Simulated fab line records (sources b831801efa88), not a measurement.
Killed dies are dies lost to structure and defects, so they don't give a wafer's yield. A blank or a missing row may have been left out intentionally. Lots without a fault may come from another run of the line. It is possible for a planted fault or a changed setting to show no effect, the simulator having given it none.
fab line records	flow gf180mcu
[record] lots = 15	wafers = 45	lastDay = 34
route steps=602 shown M4@456 V4@492 TOP_METAL@571
lots untouched by any fault: they come from a run of this same line in which no faults occurred
startH: hours from the record's first day to the start of the lot's first wafer shown	waitH: hours since the lot's step before	" unchanged from the row above	L1.1+2: one row covering several wafers at once	- no value present, or no start provided	* or withheld: withheld	< > ~ a bound
route shown NAME@n: NAME is a module with steps in the file, n the number in the route of the first one	usual: mean/standard deviation of fault-free wafers	same: alike in all rows	chamber/n: place in a boat	sites: readings site by site	_std_site: standard deviation of those values	_edge_site: inner sites' mean taken away from outer sites' mean	radiusMm: for every site, how far away it sits from the centre of the wafer	mask NAME#n: copy n	behind: the most recent tool/chamber to have shaped the wafer	hold: why the lot went on hold/how many hours it stayed there/how the hold came to an end	device: whichever transistor did not switch (one of n, p or np)	end of line: the same wafers' tests at the end of the route	a step without rows: its recipe alone	killed: count of dies lost to structure and defects at first sort (not the wafer's yield)	map: shows each die of a wafer: x if killed, . if not, _ if none is there
set.NAME: the setting the step ran with; set.NAME@STEP: the setting that earlier step ran with	model.NAME: the simulator's own value behind a step, which no gauge read
a sample of lots followed through the steps of the route, with each step as a table and each wafer as a row
services: a tool's chamber out of use, with start hour (startH, from the record's first day; less than 0 if before it), hours out, and reason
[[steps]]
[step GF_M4_SPUTTER_00]
[recipe] material = Ti	targetThkNm = 37.5	arrivingIonEnergyEv = 80	substrateTempC = 200	chamberPressurePa = 2	powerW = 4000	timeS = 150
[usual] cathodeDcPowerW = 4000.0/0.77	chamberPressurePa = 2.000/0.004	substrateTempC = 200.02/0.15	throttleValvePct = 30.2/1.1
lot.wafer	tool	chamber	startH	waitH	cathodeDcPowerW	chamberPressurePa	substrateTempC	throttleValvePct
L129.1	pvdSputter-02	-	536.83	0.2	3999.7	1.997	200.11	29.5
L129.4	"	-	"	"	3999.2	1.999	199.92	30.9
L129.6	"	-	"	"	4000.0	1.998	200.08	29.7
L130.2	pvdSputter-03	-	542.54	0.2	4001.2	1.997	199.87	30.8
L130.4	"	-	"	"	4000.0	1.994	200.09	28.6
L130.5	"	-	"	"	4000.4	2.003	200.01	28.6
L131.4	pvdSputter-04	-	548.62	0.1	4000.1	2.003	200.17	31.1
L131.5	"	-	"	"	3999.9	2.001	200.02	31.3
L131.6	"	-	"	"	4000.9	2.008	200.05	30.4
L132.3	pvdSputter-03	-	555.51	0.2	4000.1	1.989	200.01	30.4
L132.4	"	-	"	"	4000.9	1.999	199.96	30.5
L132.5	"	-	"	"	4001.3	1.998	199.98	30.5
L139.2	pvdSputter-02	-	611.56	0.2	4001.5	2.005	200.03	30.7
L139.3	"	-	"	"	4000.1	2.006	200.02	29.7
L139.6	"	-	"	"	4000.0	1.993	200.17	30.9
L140.2	pvdSputter-03	-	619.48	0.1	4000.0	2.002	200.09	30.2
L140.4	"	-	"	"	4000.6	2.001	200.15	30.3
L140.6	"	-	"	"	3998.8	1.999	199.83	28.7
L141.1	pvdSputter-03	-	628.01	0.2	3999.1	2.005	200.06	30.5
L141.2	"	-	"	"	3999.3	1.997	199.81	30.9
L141.6	"	-	"	"	3999.2	1.996	199.79	30.8
L142.2	pvdSputter-03	-	636.79	0.1	3998.6	2.000	199.94	30.8
L142.5	"	-	"	"	4000.0	1.999	200.05	30.4
L142.6	"	-	"	"	4000.5	2.003	199.66	30.8
L143.1	pvdSputter-04	-	644.95	0.2	3999.4	1.997	200.24	27.5
L143.2	"	-	"	"	3999.3	2.002	200.14	30.8
L143.5	"	-	"	"	4000.4	2.000	200.21	31.1
L144.1	pvdSputter-03	-	650.55	0.2	4000.6	2.008	199.97	30.5
L144.3	"	-	"	"	3999.8	1.990	200.11	30.7
L144.4	"	-	"	"	4000.1	2.004	199.77	30.6
L145.2	pvdSputter-02	-	654.25	0.2	3999.6	2.000	199.92	30.5
L145.4	"	-	"	"	3999.9	2.002	200.11	29.8
L145.5	"	-	"	"	4000.3	2.002	200.10	29.8
L146.1	pvdSputter-02	-	668.02	0.1	4000.7	2.003	199.84	29.9
L146.3	"	-	"	"	3999.4	2.007	199.93	30.9
L146.6	"	-	"	"	3999.8	2.006	199.95	30.4
L147.1	pvdSputter-04	-	670.05	0.2	3999.2	1.998	200.16	27.6
L147.4	"	-	"	"	3999.6	2.007	200.24	31.4
L147.6	"	-	"	"	3998.2	1.994	199.82	27.5
L149.1	pvdSputter-04	-	680.64	0.1	3999.9	2.006	200.04	30.5
L149.2	"	-	"	"	4002.2	1.996	200.01	31.1
L149.5	"	-	"	"	3999.6	2.005	199.79	30.6
L150.1	pvdSputter-03	-	689.16	0.1	4001.0	2.008	199.90	30.3
L150.3	"	-	"	"	3999.9	1.999	200.20	30.5
L150.6	"	-	"	"	4002.1	2.002	200.09	30.4
[step GF_V4_ETCH_16]
[recipe] chemistry = N2/H2	targetDepthA = withheld	overetchA = withheld	timeS = withheld	target = BARC	ionEnergyEv = 200	sourceW = 500	biasW = 100	pressureMtorr = 30	n2FlowSccm = 100	h2FlowSccm = 200
[usual] drypumpMotorCurrentA = 5.7/0.52	oesProductAu = 0.854/0.0043	throttleValvePct = 13.226/0.009
lot.wafer	tool	chamber	startH	waitH	drypumpMotorCurrentA	oesProductAu	throttleValvePct
L129.1	rieDiel-03	2	583.43	0.0	4.8	0.855	13.216
L129.4	"	3	"	"	5.4	0.853	13.229
L129.6	"	0	"	"	5.5	0.860	13.234
L130.2	rieDiel-02	1	587.43	0.0	5.8	0.853	13.212
L130.4	"	0	"	"	5.3	0.856	13.223
L130.5	"	2	"	"	6.0	0.860	13.222
L131.4	rieDiel-01	0	593.90	0.0	6.0	0.849	13.224
L131.5	"	0	"	"	5.9	0.861	13.212
L131.6	"	1	"	"	6.0	0.857	13.230
L132.3	rieDiel-03	3	600.53	0.0	5.4	0.856	13.224
L132.4	"	0	"	"	5.5	0.857	13.240
L132.5	"	2	"	"	4.8	0.855	13.232
L139.2	rieDiel-02	0	654.04	0.0	5.3	0.861	13.226
L139.3	"	2	"	"	6.0	0.857	13.229
L139.6	"	1	"	"	5.8	0.854	13.212
L140.2	rieDiel-01	0	662.53	0.0	6.0	0.845	13.231
L140.4	"	1	"	"	6.0	0.857	13.223
L140.6	"	3	"	"	5.5	0.857	13.209
L141.1	rieDiel-03	3	669.35	0.0	5.4	0.851	13.226
L141.2	"	1	"	"	5.0	0.863	13.224
L141.6	"	0	"	"	5.5	0.852	13.233
L142.2	rieDiel-01	3	677.99	0.0	5.5	0.860	13.223
L142.5	"	3	"	"	5.5	0.850	13.234
L142.6	"	2	"	"	6.8	0.852	13.226
L143.1	rieDiel-01	1	686.28	0.0	6.0	0.845	13.220
L143.2	"	0	"	"	5.9	0.849	13.221
L143.5	"	2	"	"	6.8	0.855	13.223
L144.1	rieDiel-02	0	691.75	0.0	5.3	0.856	13.231
L144.3	"	2	"	"	6.0	0.846	13.240
L144.4	"	3	"	"	5.1	0.855	13.237
L145.2	rieDiel-01	2	694.64	0.0	6.8	0.858	13.220
L145.4	"	3	"	"	5.5	0.857	13.212
L145.5	"	0	"	"	6.0	0.845	13.225
L146.1	rieDiel-01	1	707.85	0.0	6.0	0.847	13.210
L146.3	"	3	"	"	5.5	0.847	13.214
L146.6	"	1	"	"	6.0	0.858	13.234
L147.1	rieDiel-01	0	710.29	0.0	6.0	0.853	13.223
L147.4	"	1	"	"	6.0	0.854	13.241
L147.6	"	2	"	"	6.8	0.852	13.224
L149.1	rieDiel-01	3	718.84	0.0	5.5	0.859	13.232
L149.2	"	1	"	"	6.0	0.859	13.229
L149.5	"	1	"	"	6.0	0.854	13.229
L150.1	rieDiel-02	0	726.85	0.0	5.3	0.846	13.235
L150.3	"	1	"	"	5.8	0.853	13.228
L150.6	"	0	"	"	5.3	0.850	13.227
[step GF_TOP_METAL_SPUTTER_04]
[recipe] material = TiN	targetThkNm = 25	powerW = 6500	timeS = 20.8	chamberPressurePa = 0.4
[usual] cathodeDcPowerW = 6500.1/1.3	chamberPressurePa = 0.4000/0.00089	throttleValvePct = 30.0/1.1
lot.wafer	tool	chamber	startH	waitH	cathodeDcPowerW	chamberPressurePa	throttleValvePct
L129.1	pvdSputter-04	-	651.32	0.0	6498.7	0.4021	30.6
L129.4	"	-	"	"	6498.1	0.3996	31.3
L129.6	"	-	"	"	6500.1	0.3994	31.0
L130.2	pvdSputter-04	-	655.02	0.0	-	-	-
L130.4	"	-	"	"	-	-	-
L130.5	"	-	"	"	-	-	-
L131.4	pvdSputter-03	-	660.60	0.0	-	-	-
L131.5	"	-	"	"	-	-	-
L131.6	"	-	"	"	-	-	-
L132.3	pvdSputter-02	-	666.87	0.0	-	-	-
L132.4	"	-	"	"	-	-	-
L132.5	"	-	"	"	-	-	-
L139.2	pvdSputter-04	-	717.05	0.0	6500.4	0.3983	30.8
L139.3	"	-	"	"	6500.9	0.4007	27.4
L139.6	"	-	"	"	6500.1	0.4006	30.4
L140.2	pvdSputter-03	-	723.52	0.0	6500.8	0.4006	30.4
L140.4	"	-	"	"	6498.5	0.3990	28.8
L140.6	"	-	"	"	6500.3	0.4000	30.7
L141.1	pvdSputter-02	-	730.26	0.0	6498.0	0.3993	30.2
L141.2	"	-	"	"	6499.7	0.3997	29.8
L141.6	"	-	"	"	6499.4	0.3998	29.9
L142.2	pvdSputter-03	-	740.20	0.0	6499.0	0.3990	30.5
L142.5	"	-	"	"	6503.0	0.4005	30.1
L142.6	"	-	"	"	6497.4	0.4009	28.6
L143.1	pvdSputter-04	-	745.32	0.0	6499.5	0.3993	31.0
L143.2	"	-	"	"	6503.7	0.3994	30.7
L143.5	"	-	"	"	6500.4	0.4010	27.4
L144.1	pvdSputter-03	-	749.25	0.0	6498.3	0.4018	28.6
L144.3	"	-	"	"	6501.3	0.3996	30.5
L144.4	"	-	"	"	6501.2	0.3997	30.4
L145.2	pvdSputter-03	-	752.68	0.0	6500.8	0.3999	30.2
L145.4	"	-	"	"	6500.1	0.4011	28.6
L145.5	"	-	"	"	6498.9	0.4002	30.4
L146.1	pvdSputter-04	-	763.43	0.0	6501.0	0.4006	27.6
L146.3	"	-	"	"	6497.6	0.4000	31.2
L146.6	"	-	"	"	6498.4	0.3993	30.9
L147.1	pvdSputter-04	-	766.70	0.0	6498.6	0.4005	27.5
L147.4	"	-	"	"	6498.2	0.3988	30.7
L147.6	"	-	"	"	6501.3	0.4000	30.5
L149.1	pvdSputter-04	-	774.29	0.0	6500.1	0.4005	30.7
L149.2	"	-	"	"	6501.6	0.3997	27.5
L149.5	"	-	"	"	6502.7	0.4012	31.1
L150.1	pvdSputter-04	-	781.19	0.0	6499.7	0.4011	31.0
L150.3	"	-	"	"	6499.1	0.3994	31.4
L150.6	"	-	"	"	6498.7	0.4008	27.6
[step GF_TOP_METAL_THK_MEAS_06]
[recipe] thkMeasGauge = xrf	reads = AlCu_of_TOP_METAL_SPUTTER_02
[usual] TOP_METAL_ALCU_THK = 880/7.3
lot.wafer	tool	chamber	startH	waitH	hold	TOP_METAL_ALCU_THK[nm]
L129.1	filmMetro-04	-	651.46	0.1	-	879
L129.4	"	-	"	"	-	869
L129.6	"	-	"	"	-	888
L130.2	filmMetro-01	-	655.17	0.1	awaitDispo/0.2h/release	939
L130.4	"	-	"	"	awaitDispo/0.2h/release	948
L130.5	"	-	"	"	awaitDispo/0.2h/release	945
L130.2	filmMetro-01	-	655.40	0.2	-	942
L130.4	"	-	"	"	-	948
L130.5	"	-	"	"	-	941
L131.4	filmMetro-04	-	662.42	1.4	awaitDispo/0.2h/release	930
L131.5	"	-	"	"	awaitDispo/0.2h/release	937
L131.6	"	-	"	"	awaitDispo/0.2h/release	930
L131.4	filmMetro-04	-	662.65	0.2	-	927
L131.5	"	-	"	"	-	932
L131.6	"	-	"	"	-	929
L132.3	filmMetro-02	-	669.89	2.5	awaitDispo/0.2h/release	920
L132.4	"	-	"	"	awaitDispo/0.2h/release	916
L132.5	"	-	"	"	awaitDispo/0.2h/release	920
L132.3	filmMetro-02	-	670.12	0.2	-	918
L132.4	"	-	"	"	-	921
L132.5	"	-	"	"	-	918
L139.2	filmMetro-04	-	717.21	0.1	-	884
L139.3	"	-	"	"	-	884
L139.6	"	-	"	"	-	881
L140.2	filmMetro-04	-	723.68	0.1	-	873
L140.4	"	-	"	"	-	873
L140.6	"	-	"	"	-	877
L141.1	filmMetro-02	-	730.41	0.1	-	887
L141.2	"	-	"	"	-	875
L141.6	"	-	"	"	-	880
L142.2	filmMetro-04	-	740.35	0.1	-	876
L142.5	"	-	"	"	-	888
L142.6	"	-	"	"	-	881
L143.1	filmMetro-01	-	745.47	0.1	-	866
L143.2	"	-	"	"	-	877
L143.5	"	-	"	"	-	876
L144.1	filmMetro-04	-	749.40	0.1	-	882
L144.3	"	-	"	"	-	892
L144.4	"	-	"	"	-	880
L145.2	filmMetro-04	-	752.97	0.1	-	878
L145.4	"	-	"	"	-	883
L145.5	"	-	"	"	-	887
L146.1	filmMetro-01	-	763.58	0.1	-	879
L146.3	"	-	"	"	-	879
L146.6	"	-	"	"	-	871
L147.1	filmMetro-04	-	766.85	0.1	-	887
L147.4	"	-	"	"	-	886
L147.6	"	-	"	"	-	891
L149.1	filmMetro-04	-	774.44	0.1	-	880
L149.2	"	-	"	"	-	876
L149.5	"	-	"	"	-	877
L150.1	filmMetro-04	-	781.34	0.1	-	885
L150.3	"	-	"	"	-	880
L150.6	"	-	"	"	-	882
[step GF_TOP_METAL_CD_MEAS_14]
[recipe] targetCdNm = 440
[usual] cdNm = 440.3/2
lot.wafer	tool	chamber	startH	waitH	cdNm
L129.1	cdSem-01	-	670.94	0.1	443.1
L129.4	"	-	"	"	441.2
L129.6	"	-	"	"	443.5
L130.2	cdSem-02	-	674.40	0.1	439.6
L130.4	"	-	"	"	438.5
L130.5	"	-	"	"	441.4
L131.4	cdSem-02	-	680.45	0.1	438.8
L131.5	"	-	"	"	442.2
L131.6	"	-	"	"	440.4
L132.3	cdSem-02	-	686.33	0.1	442.0
L132.4	"	-	"	"	441.0
L132.5	"	-	"	"	438.7
L139.2	cdSem-02	-	735.11	0.1	442.9
L139.3	"	-	"	"	442.2
L139.6	"	-	"	"	443.0
L140.2	cdSem-01	-	740.71	0.1	438.5
L140.4	"	-	"	"	437.2
L140.6	"	-	"	"	440.1
L141.1	cdSem-01	-	747.14	0.1	439.3
L141.2	"	-	"	"	441.4
L141.6	"	-	"	"	439.9
L142.2	cdSem-02	-	757.14	0.1	436.6
L142.5	"	-	"	"	438.6
L142.6	"	-	"	"	436.0
L143.1	cdSem-01	-	761.89	0.1	438.1
L143.2	"	-	"	"	436.8
L143.5	"	-	"	"	437.5
L144.1	cdSem-01	-	765.29	0.1	442.6
L144.3	"	-	"	"	440.4
L144.4	"	-	"	"	442.0
L145.2	cdSem-01	-	769.21	0.1	438.7
L145.4	"	-	"	"	437.2
L145.5	"	-	"	"	438.4
L146.1	cdSem-02	-	778.74	0.1	442.8
L146.3	"	-	"	"	442.4
L146.6	"	-	"	"	440.9
L147.1	cdSem-02	-	781.94	0.1	438.9
L147.4	"	-	"	"	440.4
L147.6	"	-	"	"	439.2
L149.1	cdSem-01	-	790.14	0.1	439.9
L149.2	"	-	"	"	441.5
L149.5	"	-	"	"	440.5
L150.1	cdSem-02	-	796.74	0.1	441.9
L150.3	"	-	"	"	442.9
L150.6	"	-	"	"	442.5
[[services]]
tool	chamber	startH	hours	kind
pvdSputter-02	-	518.16	1.0	repair
rieDiel-02	0	533.30	13.1	repair
rieDiel-03	-	540.17	1.1	repair
rieDiel-01	-	551.66	0.2	repair
rieDiel-01	0	556.55	7.1	repair
rieDiel-01	1	562.72	5.5	repair
rieDiel-03	1	591.83	10.5	repair
rieDiel-02	1	609.68	19.9	repair
pvdSputter-02	-	615.35	30.1	repair
pvdSputter-03	3	619.70	-	consumableReplace:kit
pvdSputter-03	3	619.70	18.0	scheduledDown
pvdSputter-03	3	619.70	18.0	ventCycle
rieDiel-03	3	630.40	7.0	repair
pvdSputter-04	3	631.40	-	consumableReplace:kit
pvdSputter-04	3	631.40	18.0	scheduledDown
rieDiel-01	2	642.56	6.7	repair
rieDiel-02	-	643.35	0.3	repair
rieDiel-01	3	649.65	4.3	repair
pvdSputter-03	-	671.26	3.5	repair
pvdSputter-02	-	706.00	3.2	repair
rieDiel-03	-	713.53	0.7	repair
rieDiel-03	-	737.84	14.6	pm
rieDiel-01	2	754.68	2.5	repair
pvdSputter-03	-	759.47	8.1	repair
[[key]]
[firstSign] step = GF_TOP_METAL_SPUTTER_04	reading = toolRecord	direction = missing
[effect] step = GF_TOP_METAL_THK_MEAS_06	reading = visit	direction = added
[effect] step = GF_TOP_METAL_THK_MEAS_06	reading = TOP_METAL_ALCU_THK	direction = up	sigmas = 7	usual = 880	struck = 932
metAt GF_TOP_METAL_SPUTTER_04
struckLots L130,L131,L132
laterRowsLeftOut L130.2,L130.4,L130.5,L131.4,L131.5,L131.6,L132.3,L132.4,L132.5
sortLeftOut L130.2,L130.4,L130.5,L131.4,L131.5,L131.6,L132.3,L132.4,L132.5
notActingAt GF_M4_SPUTTER_00,GF_V4_ETCH_16,GF_TOP_METAL_CD_MEAS_14
onsetBetween 651.32 655.02
[fault] kind = skippedStepWhole	tool = pvdSputter-02,pvdSputter-03,pvdSputter-04	chamber = -	onsetH = 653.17	steps = GF_TOP_METAL_SPUTTER_04	scope = struckLotsOnly
// sortLeftOut: the simulated sort isn't trusted on such a fault, so these wafers' sort isn't shown, and their yield isn't known
// laterRowsLeftOut: the simulator's readings of these wafers behind a module that went badly wrong aren't trusted and aren't shown, but for the sort
